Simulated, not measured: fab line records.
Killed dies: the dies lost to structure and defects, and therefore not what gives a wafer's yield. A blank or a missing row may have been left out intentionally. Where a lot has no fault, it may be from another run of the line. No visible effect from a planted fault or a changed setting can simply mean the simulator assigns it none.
Matching of chambers || flow sky130 || SKY_VIA4_CMP_02 on cmp-02: 4 sister chambers
The step polishes SiO2. 8 wafers are shown with their chamber, then 8 later ones without.

== WAFERS WITH THEIR CHAMBER ==
{"wafer": "L439.6", "chamber": 1, "motor current A (A)": 13.2}
{"wafer": "L445.6", "chamber": 1, "motor current A (A)": 14.3}
{"wafer": "L452.3", "chamber": 2, "motor current A (A)": 12.8}
{"wafer": "L452.5", "chamber": 0, "motor current A (A)": 12.3}
{"wafer": "L454.1", "chamber": 3, "motor current A (A)": 12.0}
{"wafer": "L454.3", "chamber": 0, "motor current A (A)": 11.8}
{"wafer": "L454.5", "chamber": 3, "motor current A (A)": 12.3}
{"wafer": "L459.4", "chamber": 2, "motor current A (A)": 12.3}

== WAFERS WITH NO CHAMBER GIVEN ==
{"wafer": "L459.5", "motor current A (A)": 11.7}
{"wafer": "L459.6", "motor current A (A)": 13.0}
{"wafer": "L460.2", "motor current A (A)": 12.6}
{"wafer": "L460.4", "motor current A (A)": 13.3}
{"wafer": "L460.6", "motor current A (A)": 13.1}
{"wafer": "L462.3", "motor current A (A)": 12.0}
{"wafer": "L462.5", "motor current A (A)": 12.2}
{"wafer": "L462.6", "motor current A (A)": 12.4}

== EACH ONE'S CHAMBER ==
{"wafer": "L459.5", "from the rows above": "can't be placed: 0 or 3 or 2", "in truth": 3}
{"wafer": "L459.6", "from the rows above": "can't be placed: 2 or 1 or 3 or 0", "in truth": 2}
{"wafer": "L460.2", "from the rows above": "can't be placed: 2 or 3 or 0", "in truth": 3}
{"wafer": "L460.4", "from the rows above": "can't be placed: 1 or 2 or 3 or 0", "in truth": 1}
{"wafer": "L460.6", "from the rows above": "can't be placed: 2 or 1 or 3 or 0", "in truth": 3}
{"wafer": "L462.3", "from the rows above": "can't be placed: 0 or 3 or 2", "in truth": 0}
{"wafer": "L462.5", "from the rows above": "can't be placed: 3 or 0 or 2", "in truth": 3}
{"wafer": "L462.6", "from the rows above": "can't be placed: 2 or 3 or 0", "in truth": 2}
0 of 8 placed correctly. Can't be placed from these rows: 8 (the true chamber is among the candidates in 8). Placed wrongly: 0.
How it was worked out, from the rows above alone: a wafer's distance from a chamber is the root of the sum, over the readings, of the square of ((its reading less the chamber's mean) divided by the reading's scatter). If the next closest chamber is less than 2 further off than the closest, the wafer can't be placed; otherwise it belongs to the closest. Each chamber's mean is taken over the wafers shown for it. The scatter is the square root of a quotient: the sum, over the shown wafers, of each reading's squared deviation from its chamber's mean, divided by wafers minus chambers.
